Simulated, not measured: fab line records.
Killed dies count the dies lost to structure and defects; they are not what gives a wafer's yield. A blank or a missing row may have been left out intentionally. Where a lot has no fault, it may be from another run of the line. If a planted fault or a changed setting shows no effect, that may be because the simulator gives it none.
Comparing a struck lot with a sound one / flow gf180mcu / 15 out of 602 route steps
Sound: the wafers L328.1, L328.4, L328.6. Wafers L327.2, L327.5, L327.6 were the ones struck. The cause comes at the end.
Each step with rows lists, per side, the tool, then ch with its chambers, then its first start. Under that, the readings that differ: sound wafers / struck wafers / difference of the means / sigmas: that difference in standard deviations of wafers without a fault.
alike: readings with means less than 2 such deviations apart, plus words and numbers identical on both sides. not compared: withheld readings, readings lacking a value on some wafer, bounds such as >300 that could conceal the same value, and numbers that have no deviation in the record and whose values overlap.
Wherever a step has rows on one side only, a row that says differs or no value, or a row with sigmas, the two part there. Numbers that have no deviation but don't overlap get no sigmas and don't part them. A reading that every wafer of one side lacks parts them only if that side has two wafers or more.

GF_M3_SPUTTER_04: material TiN, target thk 50 nm, time 41.7 s.
  struck on pvdSputter-02, day 24 23:55; sound on pvdSputter-01, day 25 00:52
  alike: throttleValvePct
GF_M3_RS_MEAS_05: measures by four-point-probe.
  struck on filmMetro-02, day 24 23:59; sound on filmMetro-04, day 25 00:55
  alike: M3_ALCU_RS
GF_M3_THK_MEAS_06: measures by xrf.
  struck on filmMetro-02, day 25 00:05; sound on filmMetro-04, day 25 01:02
  alike: M3_ALCU_THK
then, 7 steps without rows for these wafers: GF_M3_DEHYDRATE_07 (time 60 s); GF_M3_HMDS_08 (prime time 60 s); GF_M3_COAT_09 (resist thk 1015 nm); GF_M3_SOFTBAKE_10 (time 60 s); GF_M3_EXPOSE_11 (exposes mask Metal3, target cd 280 nm); GF_M3_PEB_12 (peb time 90 s); GF_M3_DEVELOP_13 (develop time 60 s).
GF_M3_CD_MEAS_14: the cd target is 280 nm.
  struck on cdSem-02, day 25 20:58; sound on cdSem-02, day 25 22:30
  alike: cdNm
GF_M3_OVL_MEAS_15:
  struck on overlay-02, day 25 21:04; sound on overlay-01, day 25 22:37
  alike: M3_OVL
GF_M3_METAL_ETCH_16: etches the open film in Cl2/BCl3, stops on SiO2, target depth 627.5 nm, time 104.6 s.
  sound on rieMetal-03 ch 0,1, day 25 22:40; struck on rieMetal-04 ch 0,1, day 25 21:06
  no value came back on the struck wafers for any of 5 readings (bcl3FlowSccm (sccm), biasW (W) and others); on the sound wafers bcl3FlowSccm (sccm) reads 39.97 39.92 39.89
reading=model.KrF_of_M3_COAT_09.thkNm (nm); sound=746.2 745.9 751.3; struck=1003 1001 999.1; difference=+253; sigmas=
  not compared: rfHoursCounterH
GF_M3_STRIP_17: strips in O2/N2.
  sound on plasmaAsher-03 ch 0,1, day 25 22:46; struck on plasmaAsher-01 ch 0,1, day 25 21:13
reading=drypumpMotorCurrentA (A); sound=6.5 6.2 6.5; struck=5.4 5.4 5.7; difference=-0.9; sigmas=-2
reading=oesProductAu (a.u.); sound=0.569 0.562 0.567; struck=0.672 0.665 0.662; difference=+0.100; sigmas=+21
reading=stripTimeToEndpointS (s); sound=7.98 7.98 8.02; struck=10.37 10.36 10.33; difference=+2.36; sigmas=+52
  alike: heaterPowerW
  not compared: rfHoursCounterH
then, 1 step without rows for these wafers: GF_M3_STRIP_18 (strips in post etch residue remover, time 1200 s).

WHERE THEY PART
At GF_M3_METAL_ETCH_16 first; at GF_M3_STRIP_17 last (within this record only).

WHY: what the simulator had put in
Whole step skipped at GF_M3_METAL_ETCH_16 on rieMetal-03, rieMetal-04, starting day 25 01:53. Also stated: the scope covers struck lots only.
